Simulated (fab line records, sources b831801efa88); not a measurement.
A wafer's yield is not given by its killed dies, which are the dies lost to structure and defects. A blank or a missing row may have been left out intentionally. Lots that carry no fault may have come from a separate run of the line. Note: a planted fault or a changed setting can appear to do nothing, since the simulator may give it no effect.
Which of the tools did it? / flow sky130 / 42 wafers from 14 lots sampled at 4 of the route's 708 steps

WHAT THE GAUGES READ, wafer by wafer
SKY_SPACER_THK_MEAS_01. Usual: SPACER_CVD_00_THK typically reads 42.9 nm, with standard deviation 0.35.
lot=L726; measured=day 23 10:25; on=film_metro-04; SPACER_CVD_00_THK (nm)=42.7 42.9 43.0; flag=
lot=L727; measured=day 23 10:25; on=film_metro-03; SPACER_CVD_00_THK (nm)=43.0 42.9 43.0; flag=
lot=L728; measured=day 24 13:42; on=film_metro-04; SPACER_CVD_00_THK (nm)=43.1 43.0 43.1; flag=
lot=L733; measured=day 26 05:30; on=film_metro-04; SPACER_CVD_00_THK (nm)=42.4 42.8 42.8; flag=
lot=L734; measured=day 27 05:16; on=film_metro-04; SPACER_CVD_00_THK (nm)=43.7 43.5 43.6; flag=
lot=L738; measured=day 27 16:11; on=film_metro-03; SPACER_CVD_00_THK (nm)=43.2 43.3 43.2; flag=
lot=L736; measured=day 27 16:12; on=film_metro-02; SPACER_CVD_00_THK (nm)=43.7 43.4 43.4; flag=
lot=L742; measured=day 29 00:12; on=film_metro-04; SPACER_CVD_00_THK (nm)=42.7 42.5 42.6; flag=
lot=L743; measured=day 29 02:44; on=film_metro-04; SPACER_CVD_00_THK (nm)=42.3 42.8 42.7; flag=
lot=L744; measured=day 29 20:08; on=film_metro-02; SPACER_CVD_00_THK (nm)=42.3 42.3 42.7; flag=
lot=L745; measured=day 30 02:25; on=film_metro-04; SPACER_CVD_00_THK (nm)=42.8 43.3 42.8; flag=
lot=L746; measured=day 30 09:41; on=film_metro-04; SPACER_CVD_00_THK (nm)=42.7 42.5 42.8; flag=
lot=L747; measured=day 30 17:55; on=film_metro-03; SPACER_CVD_00_THK (nm)=43.3 43.1 43.0; flag=
lot=L748; measured=day 30 19:09; on=film_metro-02; SPACER_CVD_00_THK (nm)=42.4 42.7 42.9; flag=

SKY_SD_N_OVL_MEAS_08. Usual: SD_N_OVL typically reads -0.9 nm, with standard deviation 1.4.
lot=L726; measured=day 28 08:15; on=overlay-01; SD_N_OVL (nm)=1.2 -1.0 0.7; flag=
lot=L727; measured=day 28 08:33; on=overlay-01; SD_N_OVL (nm)=-0.8 -2.8 -1.5; flag=
lot=L728; measured=day 29 09:31; on=overlay-01; SD_N_OVL (nm)=0.8 0.5 0.9; flag=
lot=L733; measured=day 30 23:02; on=overlay-01; SD_N_OVL (nm)=-1.7 -0.3 -0.3; flag=
lot=L734; measured=day 31 23:24; on=overlay-02; SD_N_OVL (nm)=-0.9 1.5 0.8; flag=
lot=L738; measured=day 32 07:28; on=overlay-02; SD_N_OVL (nm)=-0.3 -1.6 -0.1; flag=
lot=L736; measured=day 32 09:13; on=overlay-02; SD_N_OVL (nm)=0.1 -1.3 -0.8; flag=
lot=L742; measured=day 33 13:39; on=overlay-02; SD_N_OVL (nm)=-0.3 -1.8 -0.5; flag=
lot=L743; measured=day 33 17:03; on=overlay-02; SD_N_OVL (nm)=-1.5 -1.7 0.3; flag=
lot=L744; measured=day 34 09:07; on=overlay-01; SD_N_OVL (nm)=-0.6 -2.9 -2.8; flag=
lot=L745; measured=day 34 15:13; on=overlay-02; SD_N_OVL (nm)=-1.1 -0.6 0.9; flag=
lot=L746; measured=day 34 20:36; on=overlay-01; SD_N_OVL (nm)=0.3 0.7 2.6; flag=
lot=L747; measured=day 35 06:21; on=overlay-02; SD_N_OVL (nm)=-1.1 1.0 -0.5; flag=
lot=L748; measured=day 35 08:19; on=overlay-01; SD_N_OVL (nm)=0.6 -0.1 -0.7; flag=

SKY_LOCAL_INTERCONNECT_OVL_MEAS_12. Usual: LOCAL_INTERCONNECT_OVL typically reads 2 nm, with standard deviation 4.6.
lot=L726; measured=day 30 19:37; on=overlay-01; LOCAL_INTERCONNECT_OVL (nm)=4 -1 6; flag=
lot=L727; measured=day 30 20:52; on=overlay-02; LOCAL_INTERCONNECT_OVL (nm)=4 6 3; flag=
lot=L728; measured=day 31 20:41; on=overlay-02; LOCAL_INTERCONNECT_OVL (nm)=6 6 -1; flag=
lot=L733; measured=day 33 09:07; on=overlay-01; LOCAL_INTERCONNECT_OVL (nm)=1 0 -3; flag=
lot=L734; measured=day 34 08:07; on=overlay-02; LOCAL_INTERCONNECT_OVL (nm)=-4 -5 3; flag=
lot=L738; measured=day 34 16:49; on=overlay-02; LOCAL_INTERCONNECT_OVL (nm)=-2 8 1; flag=
lot=L736; measured=day 34 17:09; on=overlay-02; LOCAL_INTERCONNECT_OVL (nm)=2 -1 2; flag=
lot=L742; measured=day 35 22:18; on=overlay-02; LOCAL_INTERCONNECT_OVL (nm)=2 -2 5; flag=
lot=L743; measured=day 36 00:44; on=overlay-01; LOCAL_INTERCONNECT_OVL (nm)=2 4 2; flag=
lot=L744; measured=day 36 17:01; on=overlay-01; LOCAL_INTERCONNECT_OVL (nm)=11 1 -3; flag=
lot=L745; measured=day 36 22:29; on=overlay-02; LOCAL_INTERCONNECT_OVL (nm)=7 7 4; flag=
lot=L746; measured=day 37 04:15; on=overlay-01; LOCAL_INTERCONNECT_OVL (nm)=-1 -2 1; flag=
lot=L747; measured=day 37 12:42; on=overlay-02; LOCAL_INTERCONNECT_OVL (nm)=1 7 6; flag=
lot=L748; measured=day 37 15:05; on=overlay-01; LOCAL_INTERCONNECT_OVL (nm)=0 10 4; flag=

EACH LOT AND THE TOOL THAT RAN IT (in order: tool; ch and the chambers of the sampled wafers; start)
lot=L726; SKY_LOCAL_INTERCONNECT_COAT_05=litho_track-02 ch 0, day 30 06:10
lot=L727; SKY_LOCAL_INTERCONNECT_COAT_05=litho_track-01 ch 0, day 30 06:57
lot=L728; SKY_LOCAL_INTERCONNECT_COAT_05=litho_track-02 ch 0, day 31 06:07
lot=L733; SKY_LOCAL_INTERCONNECT_COAT_05=litho_track-01 ch 0, day 32 19:42
lot=L734; SKY_LOCAL_INTERCONNECT_COAT_05=litho_track-01 ch 0, day 33 18:00
lot=L738; SKY_LOCAL_INTERCONNECT_COAT_05=litho_track-04 ch 0, day 34 02:47
lot=L736; SKY_LOCAL_INTERCONNECT_COAT_05=litho_track-01 ch 0, day 34 03:43
lot=L742; SKY_LOCAL_INTERCONNECT_COAT_05=litho_track-02 ch 0, day 35 09:25
lot=L743; SKY_LOCAL_INTERCONNECT_COAT_05=litho_track-04 ch 0, day 35 11:53
lot=L744; SKY_LOCAL_INTERCONNECT_COAT_05=litho_track-02 ch 0, day 36 03:44
lot=L745; SKY_LOCAL_INTERCONNECT_COAT_05=litho_track-02 ch 0, day 36 10:10
lot=L746; SKY_LOCAL_INTERCONNECT_COAT_05=litho_track-01 ch 0, day 36 14:48
lot=L747; SKY_LOCAL_INTERCONNECT_COAT_05=litho_track-01 ch 0, day 36 23:28
lot=L748; SKY_LOCAL_INTERCONNECT_COAT_05=litho_track-04 ch 0, day 37 01:42
- SKY_LOCAL_INTERCONNECT_COAT_05: resist thk 60 nm.

WHAT THE TOOLS THEMSELVES READ (means of the sampled wafers that have a number; where no wafer has one, the mark that the record gives instead)
SKY_LOCAL_INTERCONNECT_COAT_05. Usual: spin_speed_rpm 2999.9 rpm, standard deviation 1.9.
lot=L726; tool=litho_track-02; spin_speed_rpm (rpm)=3000.8; flag=
lot=L727; tool=litho_track-01; spin_speed_rpm (rpm)=2999.5; flag=
lot=L728; tool=litho_track-02; spin_speed_rpm (rpm)=2999.9; flag=
lot=L733; tool=litho_track-01; spin_speed_rpm (rpm)=3074.5; flag=OFF
lot=L734; tool=litho_track-01; spin_speed_rpm (rpm)=3073.3; flag=OFF
lot=L738; tool=litho_track-04; spin_speed_rpm (rpm)=3001.2; flag=
lot=L736; tool=litho_track-01; spin_speed_rpm (rpm)=3075.3; flag=OFF
lot=L742; tool=litho_track-02; spin_speed_rpm (rpm)=2999.9; flag=
lot=L743; tool=litho_track-04; spin_speed_rpm (rpm)=3001.3; flag=
lot=L744; tool=litho_track-02; spin_speed_rpm (rpm)=3000.2; flag=
lot=L745; tool=litho_track-02; spin_speed_rpm (rpm)=3001.0; flag=
lot=L746; tool=litho_track-01; spin_speed_rpm (rpm)=2998.5; flag=
lot=L747; tool=litho_track-01; spin_speed_rpm (rpm)=3001.4; flag=
lot=L748; tool=litho_track-04; spin_speed_rpm (rpm)=3000.2; flag=

THE ANSWER, worked out from the rows above alone
Rule: a lot is off if the mean of its wafers that have a number lies more than 3 standard deviations from the usual mean. Also off: a lot with no number at a reading for which 4 or more lots have one. The other lots that the step has rows for count as sound. After the gauges, taken in route order, come the tools' own readings; for these a lot's mean is taken, as printed above. At the first step where some lot is off, the reading lying furthest off is the one used; lots without a number count as furthest.
Off at SKY_LOCAL_INTERCONNECT_COAT_05 (spin_speed_rpm): L733, L734, L736.
If a tool, at that step or one of the process steps before it, ran each lot that is off and ran no sound lot following the first of them, it fits. No candidate that was tried fits.

WHAT THE SIMULATOR HAD PUT IN
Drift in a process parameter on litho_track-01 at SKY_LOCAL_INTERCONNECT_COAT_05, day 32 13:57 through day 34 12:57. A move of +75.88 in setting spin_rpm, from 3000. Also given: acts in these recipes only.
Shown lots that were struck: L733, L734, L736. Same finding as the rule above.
